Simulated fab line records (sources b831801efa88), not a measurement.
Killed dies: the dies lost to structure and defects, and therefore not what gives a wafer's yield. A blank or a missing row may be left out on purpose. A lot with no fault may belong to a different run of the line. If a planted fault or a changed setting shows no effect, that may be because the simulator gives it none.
fab line records	flow gf180mcu	part 1 of 2: steps 1 to 22 of 31
[record] lots = 5	wafers = 15	lastDay = 33
route steps=602 shown HV_LDD@223 NSD@235 PSD@248
lots that met no fault: taken from a fault-free run of the same line
startH: hours from the record's first day to the start of the lot's first wafer shown	waitH: how many hours have passed since the lot's step before this one	" the same as in the row above	L1.1+2: a row that stands for several wafers	- value missing, or start not given	* or withheld: withheld	< > ~ a bound
route shown NAME@n: names a module that has steps shown in the file, with the first one's number in the route	usual: mean/standard deviation taken from wafers without a fault	same: alike in all rows	chamber/n: place in a boat	sites: each site's reading	_std_site: standard deviation of those values	_edge_site: mean of outer sites minus mean of inner sites	radiusMm: for every site, how far away it sits from the centre of the wafer	mask NAME#n: copy n	behind: the last tool/chamber to shape the wafer	hold: reason for holding the lot/hours on hold/outcome of the hold	device: names the non-switching transistor (n, p or np)	end of line: the same wafers' tests at the end of the route	for a step that has no rows: nothing shown but its recipe	killed: dies lost to structure and defects at the first sort, not the wafer's yield	map: shows each die of a wafer: x if killed, . if not, _ if none is there
set.NAME: the run value of the setting; set.NAME@STEP: its run value at that earlier step	model.NAME: the simulator's own value behind a step, which no gauge read
lots seen at some steps along the route; tables by step, rows by wafer
services: from which hour (startH, from the record's first day; less than 0 if before it) a tool's chamber was out of use, for how many hours, and why
[[steps]]
[step GF_HV_LDD_OVL_MEAS_47]
[usual] HV_LDD_03_OVL = -1.1/1.5
lot.wafer	tool	chamber	startH	waitH	HV_LDD_03_OVL[nm]
L077.1	overlay-01	-	295.58	0.1	-2.9
L077.4	"	-	"	"	-1.3
L077.5	"	-	"	"	-2.5
L079.1	overlay-02	-	307.22	0.1	1.1
L079.2	"	-	"	"	0.7
L079.5	"	-	"	"	1.2
L080.1	overlay-01	-	319.63	0.1	-2.5
L080.2	"	-	"	"	-2.4
L080.3	"	-	"	"	-0.1
L090.1	overlay-01	-	400.97	0.1	-0.7
L090.4	"	-	"	"	-0.4
L090.6	"	-	"	"	-2.4
L092.4	overlay-02	-	417.39	0.1	0.9
L092.5	"	-	"	"	0.2
L092.6	"	-	"	"	-0.4
[step GF_HV_LDD_IMPLANT_48]
[recipe] species = B	energyKev = 25	doseCm2 = 3e+13	tiltDeg = 7
[usual] beamEnergyKeV = 25.000/0.0076	endStationPressureTorr = 5.11e-06/2.7e-07
[same] implantIonAmu = 11
lot.wafer	tool	chamber	startH	waitH	beamEnergyKeV	endStationPressureTorr
L077.1	implanter-04	0	295.61	0.0	24.997	4.75e-06
L077.4	"	0	"	"	25.011	5.24e-06
L077.5	"	0	"	"	25.008	4.93e-06
L079.1	implanter-02	0	307.26	0.0	24.985	5e-06
L079.2	"	0	"	"	24.998	5.11e-06
L079.5	"	0	"	"	24.985	4.95e-06
L080.1	implanter-04	0	319.66	0.0	25.008	4.87e-06
L080.2	"	0	"	"	24.999	4.85e-06
L080.3	"	0	"	"	24.998	5.29e-06
L090.1	implanter-02	0	401.00	0.0	25.005	5.33e-06
L090.4	"	0	"	"	25.005	4.85e-06
L090.6	"	0	"	"	24.997	5.56e-06
L092.4	implanter-03	0	417.48	0.1	25.003	5.28e-06
L092.5	"	0	"	"	25.001	5.16e-06
L092.6	"	0	"	"	24.992	5.17e-06
[step GF_HV_LDD_STRIP_49]
[recipe] chemistry = O2/N2	powerW = 1400	pressureMtorr = 1500	platenTempC = 250	o2FlowSccm = 3000	n2FlowSccm = 300	overashFraction = 0.5
[usual] chamberPressureMTorr = 1500.2/1.5	drypumpMotorCurrentA = 6.0/0.4	heaterPowerW = 330/25	oesProductAu = 0.716/0.0046	stripTimeToEndpointS = 12.63/0.035
lot.wafer	tool	chamber	startH	waitH	chamberPressureMTorr	drypumpMotorCurrentA	heaterPowerW	oesProductAu	rfHoursCounterH	stripTimeToEndpointS
L077.1	plasmaAsher-02	0	295.76	0.1	1499.8	5.4	297	0.721	19	12.65
L077.4	"	0	"	"	1501.4	5.4	296	0.715	-	12.67
L077.5	"	1	"	"	1502.7	5.9	383	0.710	-	12.66
L079.1	plasmaAsher-03	0	307.41	0.1	1502.2	6.5	311	0.720	63	12.68
L079.2	"	1	"	"	1499.8	5.9	337	0.717	63	12.68
L079.5	"	0	"	"	1498.3	6.5	311	0.713	-	12.64
L080.1	plasmaAsher-03	1	319.81	0.1	1500.3	5.9	332	0.706	64	12.59
L080.2	"	0	"	"	1500.9	6.5	314	0.713	64	12.58
L080.3	"	1	"	"	1500.1	5.8	333	0.707	-	12.61
L090.1	plasmaAsher-03	0	401.15	0.1	1499.1	6.5	315	0.721	72	12.67
L090.4	"	0	"	"	1500.4	6.5	309	0.717	-	12.66
L090.6	"	0	"	"	1499.7	6.5	313	0.718	-	12.64
L092.4	plasmaAsher-03	1	417.59	0.1	1504.9	5.9	334	0.721	-	12.60
L092.5	"	0	"	"	1501.3	6.5	318	0.711	-	12.59
L092.6	"	1	"	"	1500.4	5.9	334	0.716	-	12.59
[step GF_HV_LDD_TW_MEAS_50]
[usual] HV_LDD_4_TW = 572/3.6
lot.wafer	tool	chamber	startH	waitH	HV_LDD_4_TW
L077.1	filmMetro-04	-	295.86	0.1	572
L077.4	"	-	"	"	568
L077.5	"	-	"	"	569
L079.1	filmMetro-03	-	307.51	0.1	572
L079.2	"	-	"	"	570
L079.5	"	-	"	"	568
L080.1	filmMetro-04	-	319.91	0.1	567
L080.2	"	-	"	"	568
L080.3	"	-	"	"	570
L090.1	filmMetro-03	-	401.25	0.1	574
L090.4	"	-	"	"	572
L090.6	"	-	"	"	575
L092.4	filmMetro-03	-	417.68	0.1	566
L092.5	"	-	"	"	568
L092.6	"	-	"	"	568
[step GF_HV_LDD_CLEAN_51]
[recipe] chemistry = SC1/SC2	mix = 1:4:20	tempC = 70	timeS = 150	dry = n2Spin
[usual] bathGuardTempC = 70.1/0.41
[same] timeS = 150
lot.wafer	tool	chamber	startH	waitH	bathGuardTempC
L077.1	wetBench-04	0	295.92	0.1	70.8
L077.4	"	0	"	"	70.9
L077.5	"	0	"	"	71.0
L079.1	wetBench-03	2	307.57	0.1	69.7
L079.2	"	2	"	"	69.9
L079.5	"	2	"	"	69.5
L080.1	wetBench-03	3	319.97	0.1	69.6
L080.2	"	3	"	"	69.7
L080.3	"	3	"	"	69.8
L090.1	wetBench-04	1	401.31	0.1	69.8
L090.4	"	1	"	"	69.9
L090.6	"	1	"	"	70.2
L092.4	wetBench-02	1	417.71	0.0	69.8
L092.5	"	1	"	"	69.9
L092.6	"	1	"	"	69.9
[step GF_HV_LDD_RTA_52]
[recipe] tempC = 1000	timeS = 10	ambient = N2
[usual] annealTempCMax = 1007.7/1.3	lampPowerPct = 32.4/0.51	wafer_temp_C_max = 1004.6/1.1
[same] timeS = 10
lot.wafer	tool	chamber	startH	waitH	annealTempCMax	lampPowerPct	wafer_temp_C_max
L077.1	rtpAnneal-01	0	295.97	0.0	1006.9	32.0	1005.5
L077.4	"	0	"	"	1007.8	31.9	1005.5
L077.5	"	0	"	"	1009.2	31.9	1004.8
L079.1	rtpAnneal-02	0	307.62	0.0	1009.5	33.0	1003.6
L079.2	"	0	"	"	1006.9	32.9	1004.8
L079.5	"	0	"	"	1008.0	32.9	1004.8
L080.1	rtpAnneal-02	0	320.02	0.0	1006.5	32.9	1004.6
L080.2	"	0	"	"	1006.9	32.9	1006.9
L080.3	"	0	"	"	1006.6	33.0	1003.4
L090.1	rtpAnneal-02	0	401.36	0.0	1010.7	32.9	1003.4
L090.4	"	0	"	"	1009.1	33.0	1003.0
L090.6	"	0	"	"	1006.3	32.9	1004.8
L092.4	rtpAnneal-01	0	417.80	0.0	1007.0	31.9	1003.5
L092.5	"	0	"	"	1005.5	31.9	1004.5
L092.6	"	0	"	"	1005.9	31.9	1005.0
[step GF_HV_LDD_RS_MEAS_53]
[recipe] thkMeasGauge = four-point-probe
[usual] HV_LDD_RS = 418.6/0.9
lot.wafer	tool	chamber	startH	waitH	HV_LDD_RS[ohm/sq]
L077.1	filmMetro-02	-	296.04	0.1	417.9
L077.4	"	-	"	"	418.8
L077.5	"	-	"	"	417.4
L079.1	filmMetro-03	-	307.68	0.1	419.3
L079.2	"	-	"	"	419.2
L079.5	"	-	"	"	419.3
L080.1	filmMetro-02	-	320.09	0.1	417.6
L080.2	"	-	"	"	417.7
L080.3	"	-	"	"	417.6
L090.1	filmMetro-03	-	401.43	0.1	418.8
L090.4	"	-	"	"	420.2
L090.6	"	-	"	"	418.1
L092.4	filmMetro-02	-	417.89	0.1	418.7
L092.5	"	-	"	"	419.5
L092.6	"	-	"	"	420.5
[step GF_HV_LDD_CVD_54]
[recipe] material = SiO2	targetThkNm = 10	precursor = TEOS	tempC = 680	timeS = 75	pressureMtorr = 400
[usual] spikeTcLowerC = 680.2/1.3	zonePowerBottomPct = 15.6/0.38	zonePowerLowerPct = 10.4/0.95	zonePowerUpperPct = 10.8/0.54
[same] timeS = 75
lot.wafer	tool	chamber	startH	waitH	spikeTcLowerC	zonePowerBottomPct	zonePowerLowerPct	zonePowerUpperPct
L077.1	lpcvd-02	0	296.16	0.1	679.5	15.3	9.4	11.5
L077.4	"	0	"	"	679.3	15.2	9.4	11.4
L077.5	"	0	"	"	680.5	15.4	9.2	11.4
L079.1	lpcvd-02	1	307.80	0.1	681.0	16.2	11.7	10.7
L079.2	"	1	"	"	680.3	16.4	11.8	11.0
L079.5	"	1	"	"	680.5	16.3	11.6	11.0
L080.1	lpcvd-01	0	320.21	0.1	680.2	15.6	10.9	11.1
L080.2	"	0	"	"	680.7	15.5	11.0	11.0
L080.3	"	0	"	"	681.2	15.7	11.3	11.0
L090.1	lpcvd-01	1	401.55	0.1	679.6	15.3	9.8	10.0
L090.4	"	1	"	"	683.2	15.5	9.7	10.1
L090.6	"	1	"	"	680.2	15.6	9.7	10.1
L092.4	lpcvd-01	1	417.95	0.0	682.7	15.2	9.7	9.8
L092.5	"	1	"	"	679.8	15.3	9.8	10.0
L092.6	"	1	"	"	681.2	15.6	9.8	10.0
[step GF_HV_LDD_THK_MEAS_55]
[recipe] reads = SiO2_of_HV_LDD_CVD_54
[usual] HV_LDD_CVD_54_THK = 9.95/0.15
lot.wafer	tool	chamber	startH	waitH	HV_LDD_CVD_54_THK[nm]
L077.1	filmMetro-03	-	297.18	0.0	9.96
L077.4	"	-	"	"	9.89
L077.5	"	-	"	"	9.99
L079.1	filmMetro-02	-	308.83	0.0	10.01
L079.2	"	-	"	"	9.99
L079.5	"	-	"	"	10.05
L080.1	filmMetro-04	-	321.23	0.0	9.79
L080.2	"	-	"	"	9.76
L080.3	"	-	"	"	9.87
L090.1	filmMetro-03	-	402.57	0.0	10.12
L090.4	"	-	"	"	10.14
L090.6	"	-	"	"	10.02
L092.4	filmMetro-02	-	419.00	0.0	9.92
L092.5	"	-	"	"	9.99
L092.6	"	-	"	"	10.00
[step GF_HV_LDD_CVD_56]
[recipe] material = Si3N4	precursor = DCS/NH3	targetThkNm = 90	tempC = 770	timeS = 1543	pressureMtorr = 250
[usual] spikeTcLowerC = 770.2/1.4	zonePowerBottomPct = 19.9/0.47	zonePowerLowerPct = 13.2/1.2	zonePowerUpperPct = 13.6/0.69
[same] timeS = 1543
lot.wafer	tool	chamber	startH	waitH	spikeTcLowerC	zonePowerBottomPct	zonePowerLowerPct	zonePowerUpperPct
L077.1	lpcvd-01	0	297.24	0.1	770.9	20.0	13.8	13.9
L077.4	"	0	"	"	769.5	20.0	14.0	14.0
L077.5	"	0	"	"	769.5	20.1	14.1	13.7
L079.1	lpcvd-01	1	308.89	0.1	770.3	19.5	12.3	12.8
L079.2	"	1	"	"	771.1	19.8	12.3	12.6
L079.5	"	1	"	"	771.4	19.4	12.2	12.6
L080.1	lpcvd-02	1	321.29	0.1	770.6	20.6	14.6	13.8
L080.2	"	1	"	"	770.0	20.3	14.5	13.8
L080.3	"	1	"	"	771.3	20.3	14.7	13.7
L090.1	lpcvd-01	0	402.63	0.1	772.9	19.9	14.3	13.9
L090.4	"	0	"	"	769.4	19.7	14.4	13.9
L090.6	"	0	"	"	770.2	20.1	13.8	13.8
L092.4	lpcvd-01	1	419.03	0.0	771.9	19.4	12.4	12.9
L092.5	"	1	"	"	770.3	19.7	12.2	12.9
L092.6	"	1	"	"	769.3	19.8	12.4	12.8
[step GF_HV_LDD_THK_MEAS_57]
[recipe] reads = Si3N4_of_HV_LDD_CVD_56
[usual] HV_LDD_CVD_56_THK = 89.9/0.94
lot.wafer	tool	chamber	startH	waitH	HV_LDD_CVD_56_THK[nm]
L077.1	filmMetro-04	-	298.67	0.0	89.9
L077.4	"	-	"	"	90.2
L077.5	"	-	"	"	89.2
L079.1	filmMetro-04	-	310.31	0.0	89.8
L079.2	"	-	"	"	89.9
L079.5	"	-	"	"	90.2
L080.1	filmMetro-04	-	322.72	0.0	90.6
L080.2	"	-	"	"	90.6
L080.3	"	-	"	"	90.5
L090.1	filmMetro-04	-	404.06	0.0	90.8
L090.4	"	-	"	"	91.7
L090.6	"	-	"	"	91.3
L092.4	filmMetro-02	-	420.49	0.0	90.1
L092.5	"	-	"	"	89.2
L092.6	"	-	"	"	89.6
[step GF_HV_LDD_ETCHBACK_58]
[recipe] chemistry = CH3F/O2	target = Si3N4	stopOn = SiO2	sourceW = 400	biasW = 80	pressureMtorr = 25	ch3fFlowSccm = 40	O2_flow_sccm = 30	timeS = 100	targetDepthA = 900
[usual] ch3fFlowSccm = 39.99/0.13	chamberPressureMTorr = 25.001/0.021	drypumpMotorCurrentA = 5.6/0.35	oesProductAu = 0.842/0.0066	throttleValvePct = 10.560/0.0084
[same] timeS = 100
lot.wafer	tool	chamber	startH	waitH	ch3fFlowSccm	chamberPressureMTorr	drypumpMotorCurrentA	oesProductAu	rfHoursCounterH	throttleValvePct
L077.1	rieDiel-01	0	298.73	0.1	39.91	25.027	5.8	0.852	3	10.574
L077.4	"	1	"	"	39.95	25.016	5.2	0.841	22	10.550
L077.5	"	1	"	"	40.03	24.983	5.2	0.831	-	10.550
L079.1	rieDiel-01	0	310.37	0.1	39.94	24.987	5.7	0.845	3	10.550
L079.2	"	2	"	"	39.99	25.018	4.8	0.850	2	10.548
L079.5	"	2	"	"	40.11	25.023	4.8	0.841	-	10.555
L080.1	rieDiel-03	2	322.78	0.1	39.92	24.958	5.6	0.845	9	10.556
L080.2	"	0	"	"	39.93	24.986	5.8	0.851	7	10.558
L080.3	"	1	"	"	39.78	24.965	5.7	0.843	2	10.550
L090.1	rieDiel-01	2	404.12	0.1	40.05	24.994	4.8	0.841	4	10.559
L090.4	"	3	"	"	40.05	24.961	5.8	0.851	2	10.570
L090.6	"	2	"	"	39.91	25.036	4.8	0.853	-	10.561
L092.4	rieDiel-03	0	420.52	0.0	40.00	24.987	5.8	0.841	10	10.568
L092.5	"	0	"	"	40.08	25.007	5.8	0.834	-	10.549
L092.6	"	1	"	"	39.92	24.973	5.7	0.842	-	10.569
[step GF_NSD_DEHYDRATE_00]
[recipe] tempC = 200	timeS = 60
[usual] resistLineTempC = 23.00/0.11
[same] timeS = 60
lot.wafer	tool	chamber	startH	waitH	resistLineTempC
L077.1	lithoTrack-03	0	308.30	9.5	22.94
L077.4	"	0	"	"	22.92
L077.5	"	0	"	"	22.90
L079.1	lithoTrack-01	0	320.45	10.0	22.98
L079.2	"	0	"	"	23.01
L079.5	"	0	"	"	23.18
L080.1	lithoTrack-02	0	332.25	9.4	23.22
L080.2	"	0	"	"	23.09
L080.3	"	0	"	"	23.17
L090.1	lithoTrack-01	0	415.70	11.5	22.97
L090.4	"	0	"	"	22.85
L090.6	"	0	"	"	22.94
L092.4	lithoTrack-02	0	431.67	11.1	22.88
L092.5	"	0	"	"	22.95
L092.6	"	0	"	"	22.93
[step GF_NSD_HMDS_01]
[recipe] primeTimeS = 60	primeTempC = 120
[usual] resistLineTempC = 22.97/0.11
lot.wafer	tool	chamber	startH	waitH	resistLineTempC
L077.1	lithoTrack-03	0	308.45	0.1	22.93
L077.4	"	0	"	"	22.91
L077.5	"	0	"	"	23.16
L079.1	lithoTrack-01	0	320.60	0.1	23.00
L079.2	"	0	"	"	22.98
L079.5	"	0	"	"	23.01
L080.1	lithoTrack-02	0	332.40	0.1	22.98
L080.2	"	0	"	"	22.99
L080.3	"	0	"	"	23.03
L090.1	lithoTrack-01	0	415.85	0.1	22.81
L090.4	"	0	"	"	23.12
L090.6	"	0	"	"	22.98
L092.4	lithoTrack-02	0	431.82	0.1	23.06
L092.5	"	0	"	"	23.14
L092.6	"	0	"	"	23.11
[step GF_NSD_COAT_02]
[recipe] resist = NOVOLAK	spinRpm = 3000	resistThkNm = 1000
[usual] resistLineTempC = 23.00/0.1
lot.wafer	tool	chamber	startH	waitH	resistLineTempC
L077.1	lithoTrack-03	0	308.60	0.1	23.04
L077.4	"	0	"	"	23.10
L077.5	"	0	"	"	22.94
L079.1	lithoTrack-01	0	320.75	0.1	22.91
L079.2	"	0	"	"	23.14
L079.5	"	0	"	"	23.00
L080.1	lithoTrack-02	0	332.55	0.1	23.07
L080.2	"	0	"	"	22.91
L080.3	"	0	"	"	23.00
L090.1	lithoTrack-01	0	416.00	0.1	23.00
L090.4	"	0	"	"	22.91
L090.6	"	0	"	"	22.87
L092.4	lithoTrack-02	0	431.97	0.1	23.11
L092.5	"	0	"	"	23.02
L092.6	"	0	"	"	23.00
[step GF_NSD_SOFTBAKE_03]
[recipe] tempC = 90	timeS = 60	resist = NOVOLAK
[usual] resistLineTempC = 23.02/0.11
[same] timeS = 60
lot.wafer	tool	chamber	startH	waitH	resistLineTempC
L077.1	lithoTrack-03	0	308.75	0.1	22.95
L077.4	"	0	"	"	23.04
L077.5	"	0	"	"	23.13
L079.1	lithoTrack-01	0	320.90	0.1	23.02
L079.2	"	0	"	"	22.99
L079.5	"	0	"	"	23.00
L080.1	lithoTrack-02	0	332.70	0.1	23.04
L080.2	"	0	"	"	22.91
L080.3	"	0	"	"	23.07
L090.1	lithoTrack-01	0	416.15	0.1	23.14
L090.4	"	0	"	"	22.93
L090.6	"	0	"	"	22.87
L092.4	lithoTrack-02	0	432.12	0.1	23.12
L092.5	"	0	"	"	23.03
L092.6	"	0	"	"	22.99
[step GF_NSD_EXPOSE_04]
[recipe] maskId = Nplus	targetCdNm = 400	na = 0.6	sourceShape = conventional	sigmaOuter = 0.6	doseMj = 140
lot.wafer	tool	chamber	startH	waitH	mask
L077.1+4+5	ilineStepper-02	0	-	-	Nplus#0
L079.1+2+5	ilineStepper-02	0	-	-	Nplus#0
L080.1+2+3	ilineStepper-01	0	-	-	Nplus#0
L090.1+4+6	ilineStepper-02	0	-	-	Nplus#0
L092.4+5+6	ilineStepper-02	0	-	-	Nplus#0
[step GF_NSD_PEB_05]
[recipe] tempC = withheld	timeS = *	resist = NOVOLAK
[usual] resistLineTempC = *
[same] timeS = *
lot.wafer	tool	chamber	startH	waitH	resistLineTempC
L077.1	lithoTrack-03	0	-	-	*
L077.4	"	0	"	"	*
L077.5	"	0	"	"	*
L079.1	lithoTrack-03	0	-	-	*
L079.2	"	0	"	"	*
L079.5	"	0	"	"	*
L080.1	lithoTrack-02	0	-	-	*
L080.2	"	0	"	"	*
L080.3	"	0	"	"	*
L090.1	lithoTrack-03	0	-	-	*
L090.4	"	0	"	"	*
L090.6	"	0	"	"	*
L092.4	lithoTrack-02	0	-	-	*
L092.5	"	0	"	"	*
L092.6	"	0	"	"	*
[step GF_NSD_DEVELOP_06]
[recipe] developTimeS = 60	devTempC = 23
[usual] developerTempC = 23.00/0.1	resistLineTempC = 22.99/0.097
lot.wafer	tool	chamber	startH	waitH	developerTempC	resistLineTempC
L077.1	lithoTrack-03	0	319.15	0.1	22.86	23.18
L077.4	"	0	"	"	22.99	22.97
L077.5	"	0	"	"	22.96	23.03
L079.1	lithoTrack-03	0	331.40	0.1	22.91	23.12
L079.2	"	0	"	"	22.85	23.04
L079.5	"	0	"	"	22.94	22.99
L080.1	lithoTrack-02	0	343.45	0.1	23.00	23.04
L080.2	"	0	"	"	23.24	23.07
L080.3	"	0	"	"	23.09	23.15
L090.1	lithoTrack-03	0	427.55	0.1	23.06	22.96
L090.4	"	0	"	"	23.05	22.98
L090.6	"	0	"	"	22.97	23.03
L092.4	lithoTrack-02	0	444.52	0.1	22.92	22.98
L092.5	"	0	"	"	23.08	22.96
L092.6	"	0	"	"	22.98	22.93
[step GF_NSD_CD_MEAS_07]
[recipe] targetCdNm = 400
[usual] cdNm = 399.2/2.5
lot.wafer	tool	chamber	startH	waitH	cdNm
L077.1	cdSem-02	-	319.30	0.1	396.2
L077.4	"	-	"	"	397.6
L077.5	"	-	"	"	398.3
L079.1	cdSem-02	-	331.55	0.1	399.8
L079.2	"	-	"	"	399.8
L079.5	"	-	"	"	398.8
L080.1	cdSem-02	-	343.60	0.1	399.6
L080.2	"	-	"	"	398.0
L080.3	"	-	"	"	398.6
L090.1	cdSem-02	-	427.70	0.1	400.0
L090.4	"	-	"	"	400.9
L090.6	"	-	"	"	401.5
L092.4	cdSem-01	-	444.66	0.1	396.3
L092.5	"	-	"	"	398.7
L092.6	"	-	"	"	397.8
[step GF_NSD_OVL_MEAS_08]
[usual] NSD_OVL = -1.5/1
lot.wafer	tool	chamber	startH	waitH	NSD_OVL[nm]
L077.1	overlay-02	-	319.42	0.1	0.3
L077.4	"	-	"	"	-1.0
L077.5	"	-	"	"	-0.3
L079.1	overlay-02	-	331.67	0.1	-1.7
L079.2	"	-	"	"	-3.5
L079.5	"	-	"	"	-0.6
L080.1	overlay-01	-	343.72	0.1	-3.6
L080.2	"	-	"	"	-3.6
L080.3	"	-	"	"	-2.0
L090.1	overlay-01	-	427.82	0.1	-1.0
L090.4	"	-	"	"	0.6
L090.6	"	-	"	"	-2.9
L092.4	overlay-02	-	444.74	0.1	-1.2
L092.5	"	-	"	"	-2.2
L092.6	"	-	"	"	-0.4
[step GF_NSD_IMPLANT_09]
[recipe] species = As	energyKev = 60	doseCm2 = 4e+15	tiltDeg = 7
[usual] beamEnergyKeV = 59.995/0.021	endStationPressureTorr = 1.3e-05/7.7e-07
[same] implantIonAmu = 75
lot.wafer	tool	chamber	startH	waitH	beamEnergyKeV	endStationPressureTorr
L077.1	implanter-02	0	319.46	0.0	60.018	1.26e-05
L077.4	"	0	"	"	60.017	1.19e-05
L077.5	"	0	"	"	60.001	1.33e-05
L079.1	implanter-04	0	331.71	0.0	60.013	1.43e-05
L079.2	"	0	"	"	60.020	1.22e-05
L079.5	"	0	"	"	60.024	1.3e-05
L080.1	implanter-01	0	343.76	0.0	59.988	1.48e-05
L080.2	"	0	"	"	59.959	1.45e-05
L080.3	"	0	"	"	59.987	1.23e-05
L090.1	implanter-01	0	427.85	0.0	60.008	1.37e-05
L090.4	"	0	"	"	60.012	1.28e-05
L090.6	"	0	"	"	60.048	1.38e-05
L092.4	implanter-02	0	444.83	0.1	60.010	1.26e-05
L092.5	"	0	"	"	59.983	1.33e-05
L092.6	"	0	"	"	59.993	1.27e-05
